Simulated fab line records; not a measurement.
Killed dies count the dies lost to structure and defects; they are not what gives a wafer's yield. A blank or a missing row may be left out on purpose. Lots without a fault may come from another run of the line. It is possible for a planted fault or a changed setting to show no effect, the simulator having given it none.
Problem report, 8D (eight disciplines) form, completed by code -- flow gf180mcu -- the parts of the form that need people (team, actions taken, sign-off) are left out

== 1. THE PROBLEM ==
POLY_GATE_OXIDATION_THK at GF_POLY_GATE_THK_MEAS_17 reads a mean of 5.90 nm on 6 wafers of 2 lots; wafers without a fault read 4.03 nm with a standard deviation of 0.08. Relative to the usual mean, that is a shift of +23 standard deviations.
First observed at day 13 15:57: wafer L814.1, on film_metro-04. Wafers with a number at this step in the record: 36, from 12 lots. Rule for "out" (also "out of limits"): further than 4 standard deviations from the usual mean. Any other wafer with a number is counted as sound.

== 2. WHAT THIS IS AND IS NOT ==
question,is,is not
which readings at this step,POLY_GATE_OXIDATION_THK,-
which lots,"L814, L816","L800, L803, L804, L805, L806, L807, L808, L810, L820, L822"
which wafers of those lots,all that have a number,-
read on which gauges,film_metro-04,"film_metro-01, film_metro-03"
when,from day 13 15:57,"up to then (24 sound wafers); but 6 sound wafers of L820, L822 came after"

== 3. THE SUSPECTS, EACH WITH WHAT RULES IT OUT ==
Counting: any tool at a process step up to the reading is kept as a suspect provided that every lot that is out went through it and no sound lot did after the first of them.
- the gauge at GF_POLY_GATE_THK_MEAS_17 has been ruled out. All the wafers that are out were read on film_metro-04, but those of them that GF_POLY_GATE_OXIDATION_16 has rows for are out there too, on other tools.
- furnace-01 at GF_POLY_GATE_OXIDATION_16 (stabilise 600 s, purge 300 s, target thk 4 nm): kept. Every lot that is out went through it, starting with L814 (day 13 14:42), and after that it ran no sound lot; the last sound lot it ran before then is L810 (day 12 07:46). On those wafers its own readings are out: spike_tc_bottom_C, spike_tc_centre_C, spike_tc_lower_C, spike_tc_top_C, spike_tc_upper_C, tube_center_temp_C, tube_center_temp_C_max.
The count leaves furnace-01 at GF_POLY_GATE_OXIDATION_16.

== 4. THE CAUSE (what the simulator had put in) ==
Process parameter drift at GF_POLY_GATE_OXIDATION_16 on furnace-01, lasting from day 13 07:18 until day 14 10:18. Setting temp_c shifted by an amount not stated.
After counting, this tool was the only one left.

== 5. THE CHAIN OF EFFECTS, in route order ==
Each row: a reading where the mean over the struck wafers with a number is more than 3 standard deviations away from the usual. Only readings whose record carries a usual standard deviation are examined. hours: median over the lots of the time between each lot's start at the first step of this table that gives one and its start at this step. sigmas: the change, counted in usual standard deviations.
hours,step,reading,usual,on struck wafers,change,sigmas
0,GF_POLY_GATE_OXIDATION_16,spike_tc_bottom_C,868 C,902,+34,+9.6
0,GF_POLY_GATE_OXIDATION_16,spike_tc_centre_C,850.5 C,882.1,+31.6,+32
0,GF_POLY_GATE_OXIDATION_16,spike_tc_lower_C,850.0 C,881.8,+31.8,+29
0,GF_POLY_GATE_OXIDATION_16,spike_tc_top_C,861.9 C,891.1,+29.2,+13
0,GF_POLY_GATE_OXIDATION_16,spike_tc_upper_C,849.3 C,881.9,+32.6,+30
0,GF_POLY_GATE_OXIDATION_16,tube_center_temp_C,849.99 C,881.84,+31.85,+99 or more
0,GF_POLY_GATE_OXIDATION_16,tube_center_temp_C_max,852.2,883.8,+31.6,+85
1,GF_POLY_GATE_THK_MEAS_17,POLY_GATE_OXIDATION_THK,4.03 nm,5.90,+1.87,+23
Process steps it contains:
- GF_POLY_GATE_OXIDATION_16: stabilise 600 s, purge 300 s, target thk 4 nm.

== 6. HOW IT WOULD HAVE BEEN CAUGHT EARLIER ==
9 hours passed between the start of the fault at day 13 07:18 and the first reading out of limits at a measuring or inspecting step in this record, taken at day 13 15:57.
At GF_POLY_GATE_OXIDATION_16, the tool's own readings (spike_tc_bottom_C, spike_tc_centre_C, spike_tc_lower_C, spike_tc_top_C, spike_tc_upper_C, tube_center_temp_C, tube_center_temp_C_max) were out on each struck wafer the step has a row for, so an alarm limit on them would have fired on the first such wafer.
Lots out: 2; of these, L816 started GF_POLY_GATE_OXIDATION_16 on furnace-01 after day 13 15:57. Holding the tool at that time would have saved it.
